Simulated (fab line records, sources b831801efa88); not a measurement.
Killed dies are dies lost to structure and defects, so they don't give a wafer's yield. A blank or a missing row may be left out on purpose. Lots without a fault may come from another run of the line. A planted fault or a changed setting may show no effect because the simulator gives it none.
Split-lot experiment | flow sky130 | 5 lots, 23 wafers read, on a route of 708 steps

THE SPLIT
At SKY_METAL2_SPUTTER_03 (material Ti, target thk 5 nm, time 3.3 s), the setting time_s was moved away from the recipe's 3.3 s on 7 of the 23 wafers read, by -12.5% to +6.0%. The other wafers ran this setting at the recipe's value.

The reading is taken at the split's own step.

THE READING
Ti_of_METAL2_SPUTTER_03.thk_nm (the simulator's own value, which no gauge read), in nm, at SKY_METAL2_SPUTTER_03 (material Ti, target thk 5 nm, time 3.3 s). The file gives no usual value for it. The 16 wafers here that ran the recipe average 5.048 nm, standard deviation 0.15 nm.

wafer  | tool, chamber at the split | time_s as run, s | against the recipe | Ti_of_METAL2_SPUTTER_03.thk_nm, nm | against lot-mates on the recipe
L077.1 | pvd_sputter-01, -          | 3.3              | recipe             | 4.923                              | -
L077.2 | pvd_sputter-01, -          | 3.3              | recipe             | 5.045                              | -
L077.4 | pvd_sputter-01, -          | 3.3              | recipe             | 4.752                              | -
L077.5 | pvd_sputter-01, -          | 3.3              | recipe             | 5.08                               | -
L077.6 | pvd_sputter-01, -          | 3.3              | recipe             | 4.87                               | -
L078.1 | pvd_sputter-02, -          | 3.3              | recipe             | 4.965                              | -
L078.2 | pvd_sputter-02, -          | 2.889            | -12.5%             | 4.353                              | -0.608
L078.3 | pvd_sputter-02, -          | 3.3              | recipe             | 4.926                              | -
L078.4 | pvd_sputter-02, -          | 2.889            | -12.5%             | 4.371                              | -0.590
L078.5 | pvd_sputter-02, -          | 3.3              | recipe             | 4.992                              | -
L081.1 | pvd_sputter-01, -          | 3.3              | recipe             | 4.992                              | -
L081.4 | pvd_sputter-01, -          | 3.3              | recipe             | 5.314                              | -
L081.5 | pvd_sputter-01, -          | 3.3              | recipe             | 5.174                              | -
L082.2 | pvd_sputter-01, -          | 3.3              | recipe             | 5.229                              | -
L082.3 | pvd_sputter-01, -          | 3.012            | -8.7%              | 4.776                              | -0.365
L082.4 | pvd_sputter-01, -          | 3.3              | recipe             | 4.935                              | -
L082.5 | pvd_sputter-01, -          | 3.3              | recipe             | 5.259                              | -
L082.6 | pvd_sputter-01, -          | 3.012            | -8.7%              | 4.552                              | -0.589
L085.1 | pvd_sputter-01, -          | 3.498            | +6.0%              | 5.214                              | +0.061
L085.2 | pvd_sputter-01, -          | 3.498            | +6.0%              | 5.4                                | +0.247
L085.3 | pvd_sputter-01, -          | 3.3              | recipe             | 5.245                              | -
L085.4 | pvd_sputter-01, -          | 3.498            | +6.0%              | 5.357                              | +0.204
L085.5 | pvd_sputter-01, -          | 3.3              | recipe             | 5.062                              | -

THE FIT
A straight line over all 23 wafers: Ti_of_METAL2_SPUTTER_03.thk_nm changes by +0.0502 nm for each +1% of time_s; r = +0.87; the points scatter about the line by 0.14 nm.
The same after taking each lot's own level away (the mean of its wafers on the recipe; 23 wafers): +0.0451 nm for each +1%; r = +0.89; scatter 0.12 nm.
On that fit, the largest move of time_s shifts the reading by 0.56 nm.
The lots' own levels span 4.9340 to 5.1600 nm, that is 1.5 times the standard deviation above.
So the lot-to-lot level changes the slope: the two fits differ.
Check: with one of the wafers moved furthest among these (-12.5%) left out of the fit, the line predicts -0.576 nm for it against its lot-mates. It came out at -0.608 nm against them.

OTHER SPLITS ON THESE WAFERS
These wafers also went through other splits before the reading. Each is held against what the fit with the lots' levels taken away leaves over:
other split on the same wafers    | wafers away from the commonest value | r with Ti_of_METAL2_SPUTTER_03.thk_nm (lot level and that fit taken away)
SKY_VIA1_HDPCVD_00 sih4_flow_sccm | 9                                    | -0.52
SKY_VIA1_CVD_21 pressure_torr     | 15                                   | +0.02

THE FILE'S OWN FIT
Ti_of_METAL2_SPUTTER_03.thk_nm changes by +0.0473 nm for each +1% of time_s, r = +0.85.
